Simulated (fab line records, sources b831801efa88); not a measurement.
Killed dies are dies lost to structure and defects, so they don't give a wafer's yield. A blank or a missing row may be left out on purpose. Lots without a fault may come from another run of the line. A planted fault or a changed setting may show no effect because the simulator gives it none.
A struck lot beside a sound one | flow sky130 | 15 steps out of a route of 708
Sound: wafers L175.3, L175.4, L175.5. Struck: wafers L190.1, L190.5, L190.6. The cause comes at the end.
At each step with rows: each side's tool, then ch and its chambers, then its first start. Under that, the readings that differ: sound wafers | struck wafers | difference of the means | sigmas: that difference in standard deviations of wafers without a fault.
alike: readings whose means differ by less than 2 such deviations, and words and numbers that are the same on both sides. not compared: withheld readings, readings that some wafer has no value for, bounds like >300 that may hide the same value, and numbers for which the record gives no deviation and whose values overlap.
The two part at a step that has a row with sigmas, a row that says differs or no value, or rows on one side only. Numbers that don't overlap but have no deviation are shown without sigmas and don't part them. A reading that every wafer of one side lacks parts them only if that side has two wafers or more.

first, 4 steps without rows for these wafers: SKY_VIA3_STRIP_16 (strips in O2/N2); SKY_VIA3_STRIP_17 (strips in post etch residue remover, time 1200 s); SKY_VIA3_CLEAN_18 (cleans in IPA, time 180 s); SKY_VIA3_CLEAN_19 (cleans in O3/DIW).
SKY_VIA3_SPUTTER_20: material TiN, target thk 20 nm, time 80 s.
  sound on pvd_sputter-01, day 40 10:32; struck on pvd_sputter-02, day 44 17:13
  alike: cathode_dc_power_W, throttle_valve_pct
SKY_VIA3_CVD_21: deposits W, target thk 390 nm, time 117.31 s.
  sound on cvd_w-02 ch 0, day 40 10:40; struck on cvd_w-01 ch 0,1, day 44 17:16
  reading            | sound       | struck      | difference | sigmas
  heater_power_w (W) | 710 754 728 | 917 900 863 | +163       | +2
SKY_VIA3_RS_MEAS_22: measures by four-point-probe.
  sound on film_metro-02, day 40 10:53; struck on film_metro-02, day 44 17:24
  reading            | sound             | struck            | difference | sigmas
  VIA3_W_RS (ohm/sq) | 0.289 0.290 0.286 | 0.295 0.293 0.298 | +0.007     | +2
SKY_VIA3_THK_MEAS_23: measures by xrf.
  sound on film_metro-02, day 40 10:59; struck on film_metro-02, day 44 17:31
  alike: VIA3_W_THK
then, 1 step without rows for these wafers: SKY_VIA3_CMP_24 (polishes, stops on SiO2, t overpolish 20 s, target thk 0 nm).
SKY_METAL4_SPUTTER_00: material Ti, target thk 15 nm, time 10 s.
  sound on pvd_sputter-03, day 40 11:19; struck on pvd_sputter-03, day 44 17:53
  alike: cathode_dc_power_W, throttle_valve_pct
SKY_METAL4_SPUTTER_01: material TiN, target thk 20 nm, time 16.7 s.
  sound on pvd_sputter-03, day 40 11:20; struck on pvd_sputter-03, day 44 17:54
  alike: cathode_dc_power_W, throttle_valve_pct
then, 1 step without rows for these wafers: SKY_METAL4_SPUTTER_02 (material AlCu, target thk 735 nm, time 39.1 s).
SKY_METAL4_SPUTTER_03: material Ti, target thk 5 nm, time 3.3 s.
  sound on pvd_sputter-03, day 40 11:24; struck on pvd_sputter-03, day 44 17:58
  reading                | sound                | struck               | difference | sigmas
  cathode_dc_power_W (W) | 3000.1 2999.6 2999.5 | 3109.1 3109.7 3109.5 | +109.7     | +99 or more
  alike: throttle_valve_pct
SKY_METAL4_SPUTTER_04: material TiN, target thk 70 nm, time 58.3 s.
  sound on pvd_sputter-03, day 40 11:25; struck on pvd_sputter-03, day 44 17:59
  alike: cathode_dc_power_W, throttle_valve_pct
-- the record jumps here: 5 days lie between the struck wafers' starts before and after (it left off in module METAL4 and takes up again in module PAD_OPEN, whose first step shown is number 708 of the route) --
SKY_PAD_OPEN_PROBE_99:
  sound on prober-01, day 46 10:25; struck on prober-02, day 50 00:26
  alike: defect_limited_yield, killed_at_M0_to_M3, killed_at_M4_up, killed_at_contacts, killed_at_front_end, killed_at_other, killed_dies, killed_open, killed_short, sort_bin_3_pad_short, sort_bin_5_function, sort_bin_6_memory, sort_n_pass, sort_yield_pct

WHERE THEY PART
First at SKY_VIA3_CVD_21; last, within this record, at SKY_METAL4_SPUTTER_03. Later steps at which nothing parts them and some readings are alike: SKY_METAL4_SPUTTER_04, SKY_PAD_OPEN_PROBE_99.

WHY: what the simulator had put in
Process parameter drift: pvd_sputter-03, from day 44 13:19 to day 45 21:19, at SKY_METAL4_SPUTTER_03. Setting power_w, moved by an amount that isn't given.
